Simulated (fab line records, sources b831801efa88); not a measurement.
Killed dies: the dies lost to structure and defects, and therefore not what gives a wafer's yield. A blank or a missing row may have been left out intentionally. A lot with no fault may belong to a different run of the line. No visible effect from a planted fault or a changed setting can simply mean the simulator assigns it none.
Split-lot study -- flow sfq-line -- 27 wafers read across 5 lots, on a route 325 steps long

## THE SPLIT
At SFQ_TRILAYER_I1_VIA_BARC_OPEN_VIA_ETCH_071 (etches BARC in O2, target depth 125 nm, time 41.7 s), the setting time-s was moved away from the recipe's 41.7 s on 9 of the 27 wafers read, by -55.8% to -34.5%. All remaining wafers had this setting at the recipe value.

The reading is taken at the split's own step.

## THE READING
oes-product-au, in a.u., at SFQ_TRILAYER_I1_VIA_BARC_OPEN_VIA_ETCH_071 (etches BARC in O2, target depth 125 nm, time 41.7 s). A value of 0.684 a.u. with a standard deviation of 0.005 a.u. is what fault-free wafers of this fab line usually give.

wafer,"tool, chamber at the split","time-s as run, s",against the recipe,"oes-product-au, a.u.",against lot-mates on the recipe
L075.1,"rie-diel-04, 1",27.33,-34.5%,0.850,+0.167
L075.2,"rie-diel-04, 3",41.7,recipe,0.682,-
L075.3,"rie-diel-04, 2",27.33,-34.5%,0.851,+0.168
L075.4,"rie-diel-04, 0",41.7,recipe,0.689,-
L075.5,"rie-diel-04, 0",41.7,recipe,0.678,-
L075.6,"rie-diel-04, 3",27.33,-34.5%,0.834,+0.151
L078.1,"rie-diel-03, 2",18.45,-55.8%,0.994,+0.312
L078.2,"rie-diel-03, 1",18.45,-55.8%,0.993,+0.311
L078.3,"rie-diel-03, 0",41.7,recipe,0.674,-
L078.4,"rie-diel-03, 3",41.7,recipe,0.682,-
L078.5,"rie-diel-03, 2",41.7,recipe,0.690,-
L078.6,"rie-diel-03, 3",18.45,-55.8%,0.998,+0.316
L079.1,"rie-diel-01, 0",41.7,recipe,0.687,-
L079.2,"rie-diel-01, 1",41.7,recipe,0.684,-
L079.3,"rie-diel-01, 2",41.7,recipe,0.685,-
L079.4,"rie-diel-01, 3",41.7,recipe,0.681,-
L079.5,"rie-diel-01, 2",41.7,recipe,0.688,-
L079.6,"rie-diel-01, 3",41.7,recipe,0.688,-
L080.1,"rie-diel-04, 0",41.7,recipe,0.687,-
L080.3,"rie-diel-04, 1",41.7,recipe,0.686,-
L080.6,"rie-diel-04, 3",41.7,recipe,0.683,-
L082.1,"rie-diel-04, 0",27.29,-34.6%,0.853,+0.166
L082.2,"rie-diel-04, 2",41.7,recipe,0.685,-
L082.3,"rie-diel-04, 1",41.7,recipe,0.691,-
L082.4,"rie-diel-04, 3",27.29,-34.6%,0.845,+0.158
L082.5,"rie-diel-04, 3",27.29,-34.6%,0.849,+0.162
L082.6,"rie-diel-04, 2",41.7,recipe,0.685,-

FIT RESULTS
A straight line over all 27 wafers: oes-product-au changes by -0.00524 a.u. for each +1% of time-s; r = -0.99; the points scatter about the line by 0.012 a.u.
The same after taking each lot's own level away (the mean of its wafers on the recipe; 27 wafers): -0.00527 a.u. for each +1%; r = -0.99; scatter 0.012 a.u.
That fit puts the effect of the largest move of time-s on the reading at 0.29 a.u.
From 0.6820 to 0.6870 a.u.: that is the span of the lots' own levels, equal to 1.0 times the standard deviation above.
Hence the lot-to-lot level has little effect on the slope; both slopes agree.
Check: for one of the wafers moved furthest among these (-55.8%), held out of the fit, the line's prediction against its lot-mates is +0.286 a.u. It came out at +0.312 a.u. against them.
Tool readings at the split's step, against how far the setting was moved: oes-product-au r = -0.99.

## OTHER SPLITS ON THESE WAFERS
Note: prior to the reading, these wafers also went through further splits. Each is held against what the fit with the lots' levels taken away leaves over:
other split on the same wafers,wafers away from the commonest value,r with oes-product-au (lot level and that fit taken away)
SFQ_TRILAYER_INCOMING_OXIDATION_002 ox-time-s,18,+0.08
SFQ_TRILAYER_M0_DEP_SPUTTER_019 time-s,9,-0.19
SFQ_TRILAYER_I0_VIA_BARC_OPEN_VIA_ETCH_046 time-s,6,-0.25
SFQ_TRILAYER_M1_BARC_OPEN_METAL_ETCH_054 time-s,9,-0.08

## THE WHOLE CHAIN: every reading that the file lists as answering this split, in the file's order
step,what it does,reading,change (the file's fit),r (the file's)
SFQ_TRILAYER_I1_VIA_BARC_OPEN_VIA_ETCH_071,"etches BARC in O2, target depth 125 nm, time 41.7 s",oes-product-au,-0.00521 a.u. for each +1% of the setting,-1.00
SFQ_TRILAYER_I1_VIA_BARC_OPEN_VIA_ETCH_071,"etches BARC in O2, target depth 125 nm, time 41.7 s","KrF_of_TRILAYER_I1_VIA_LITHO_COAT_049.thk-nm (the simulator's own value, which no gauge read)",-0.503 nm for each +1% of the setting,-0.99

## FILE'S OWN FIT
oes-product-au changes by -0.00521 a.u. for each +1% of time-s, r = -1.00.
